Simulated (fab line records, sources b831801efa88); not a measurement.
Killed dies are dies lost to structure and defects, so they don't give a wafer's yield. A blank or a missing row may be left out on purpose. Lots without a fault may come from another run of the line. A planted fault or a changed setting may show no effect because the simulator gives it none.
A struck lot beside a sound one | flow sky130 | 35 steps out of a route of 708
Sound: wafers L542.3, L542.4, L542.5. Struck: wafers L550.2, L550.3, L550.5. The cause comes at the end.
At each step with rows: each side's tool, then ch and its chambers, then its first start. Under that, the readings that differ: sound wafers | struck wafers | difference of the means | sigmas: that difference in standard deviations of wafers without a fault.
alike: readings whose means differ by less than 2 such deviations, and words and numbers that are the same on both sides. not compared: withheld readings, readings that some wafer has no value for, bounds like >300 that may hide the same value, and numbers for which the record gives no deviation and whose values overlap.
The two part at a step that has a row with sigmas, a row that says differs or no value, or rows on one side only. Numbers that don't overlap but have no deviation are shown without sigmas and don't part them. A reading that every wafer of one side lacks parts them only if that side has two wafers or more.

SKY_SD_P_CD_MEAS_07: target cd 380 nm.
  sound on cd_sem-02, day 24 10:25; struck on cd_sem-02, day 26 14:05
  alike: cd_nm
SKY_SD_P_OVL_MEAS_08:
  sound on overlay-01, day 24 10:31; struck on overlay-01, day 26 14:11
  alike: SD_P_OVL
then, 1 step without rows for these wafers: SKY_SD_P_IMPLANT_09.
SKY_SD_P_STRIP_10: strips in O2/N2.
  sound on plasma_asher-02 ch 0,1, day 24 10:43; struck on plasma_asher-01 ch 0,1, day 26 14:22
  reading                      | sound             | struck            | difference | sigmas
  strip_time_to_endpoint_s (s) | 17.50 17.54 17.51 | 17.42 17.42 17.41 | -0.10      | -2
  alike: drypump_motor_current_A, oes_product_au
  not compared: rf_hours_counter_h
SKY_SD_P_TW_MEAS_11:
  sound on film_metro-04, day 24 10:49; struck on film_metro-04, day 26 14:29
  alike: SD_P_TW
then, 7 steps without rows for these wafers: SKY_RES_XHIGH_DEHYDRATE_00 (time 60 s); SKY_RES_XHIGH_HMDS_01 (prime time 60 s); SKY_RES_XHIGH_COAT_02 (resist thk 1140 nm); SKY_RES_XHIGH_SOFTBAKE_03 (time 60 s); SKY_RES_XHIGH_EXPOSE_04 (exposes mask URPM, target cd 1270 nm); SKY_RES_XHIGH_PEB_05; SKY_RES_XHIGH_DEVELOP_06 (develop time 60 s).
SKY_RES_XHIGH_IMPLANT_07:
  sound on implanter-01 ch 0, day 25 14:10; struck on implanter-01 ch 0, day 27 18:32
  reading                   | sound             | struck            | difference | sigmas
  implant_ion_amu           | 49 49 49          | 11 11 11          | -38        |
  model.implant.rp_nm (nm)  | 17.5 17.5 17.5    | 68.16 68.16 68.16 | +50.66     |
  model.implant.drp_nm (nm) | 9.746 9.746 9.746 | 28.3 28.3 28.3    | +18.6      |
SKY_RES_XHIGH_STRIP_08: strips in O2/N2.
  sound on plasma_asher-04 ch 0,1, day 25 14:17; struck on plasma_asher-02 ch 0, day 27 18:40
  reading                      | sound             | struck            | difference | sigmas
  strip_time_to_endpoint_s (s) | 14.31 14.39 14.29 | 14.20 14.17 14.19 | -0.14      | -4
  alike: drypump_motor_current_A, oes_product_au
  not compared: rf_hours_counter_h
SKY_RES_XHIGH_TW_MEAS_09:
  sound on film_metro-02, day 25 14:47; struck on film_metro-02, day 27 18:46
  reading      | sound          | struck         | difference | sigmas
  RES_XHIGH_TW | 1627 1624 1633 | 1053 1061 1058 | -571       | -75
then, 7 steps without rows for these wafers: SKY_SD_N_DEHYDRATE_00 (time 60 s); SKY_SD_N_HMDS_01 (prime time 60 s); SKY_SD_N_COAT_02 (resist thk 1140 nm); SKY_SD_N_SOFTBAKE_03 (time 60 s); SKY_SD_N_EXPOSE_04 (exposes mask NSDM, target cd 380 nm); SKY_SD_N_PEB_05; SKY_SD_N_DEVELOP_06 (develop time 60 s).
SKY_SD_N_CD_MEAS_07: target cd 380 nm.
  sound on cd_sem-02, day 26 17:52; struck on cd_sem-01, day 28 23:21
  alike: cd_nm
SKY_SD_N_OVL_MEAS_08:
  sound on overlay-02, day 26 17:58; struck on overlay-02, day 28 23:28
  alike: SD_N_OVL
then, 2 steps without rows for these wafers: SKY_SD_N_IMPLANT_09; SKY_SD_N_IMPLANT_10.
SKY_SD_N_STRIP_11: strips in O2/N2.
  sound on plasma_asher-04 ch 0,1, day 26 18:19; struck on plasma_asher-03 ch 0,1, day 28 23:47
  alike: drypump_motor_current_A, oes_product_au, strip_time_to_endpoint_s
  not compared: rf_hours_counter_h
SKY_SD_N_TW_MEAS_12:
  sound on film_metro-02, day 26 18:25; struck on film_metro-02, day 28 23:54
  alike: SD_N_TW
then, 1 step without rows for these wafers: SKY_SD_N_CLEAN_13 (cleans in SC1/SC2, time 150 s).
SKY_SD_N_RTA_14: time 2 s.
  sound on rtp_anneal-01 ch 0, day 26 18:32; struck on rtp_anneal-02 ch 0, day 29 00:01
  alike: lamp_power_pct, wafer_temp_C_max
SKY_SD_N_RS_MEAS_16: measures by four-point-probe.
  sound on film_metro-04, day 26 18:43; struck on film_metro-01, day 29 00:11
  alike: SD_N_RS
SKY_SD_N_RS_MEAS_17: measures by four-point-probe.
  sound on film_metro-04, day 26 18:50; struck on film_metro-01, day 29 00:19
  alike: SD_P_RS
SKY_SD_N_RS_MEAS_18: measures by four-point-probe.
  sound on film_metro-04, day 26 18:58; struck on film_metro-01, day 29 00:26
  reading               | sound             | struck            | difference | sigmas
  RES_XHIGH_RS (ohm/sq) | 333.3 333.1 332.0 | 257.1 258.1 259.0 | -74.7      | -62
then, 1 step without rows for these wafers: SKY_SALICIDE_CLEAN_00 (cleans in HF-last, time 30 s).
-- the record jumps here: 18 days lie between the struck wafers' starts before and after (it left off in module SALICIDE and takes up again in module PAD_OPEN, whose first step shown is number 708 of the route) --
SKY_PAD_OPEN_PROBE_99:
  sound on prober-02, day 45 01:49; struck on prober-01, day 46 18:58
  reading                              | sound          | struck         | difference | sigmas
  model.etest.res_xhigh_po.line_ohm_um | 5740 5765 5704 | 5011 4848 4923 | -809       |
  model.etest.res_xhigh_po.rs_ohm_sq   | 2020 2045 1979 | 1752 1722 1745 | -275       |
  alike: killed_at_M0_to_M3, killed_at_M4_up, killed_at_contacts, killed_at_front_end, killed_at_other, killed_dies, killed_open, killed_short

WHERE THEY PART
First at SKY_SD_P_STRIP_10; last, within this record, at SKY_SD_N_RS_MEAS_18. Later steps at which nothing parts them and some readings are alike: SKY_PAD_OPEN_PROBE_99.

WHY: what the simulator had put in
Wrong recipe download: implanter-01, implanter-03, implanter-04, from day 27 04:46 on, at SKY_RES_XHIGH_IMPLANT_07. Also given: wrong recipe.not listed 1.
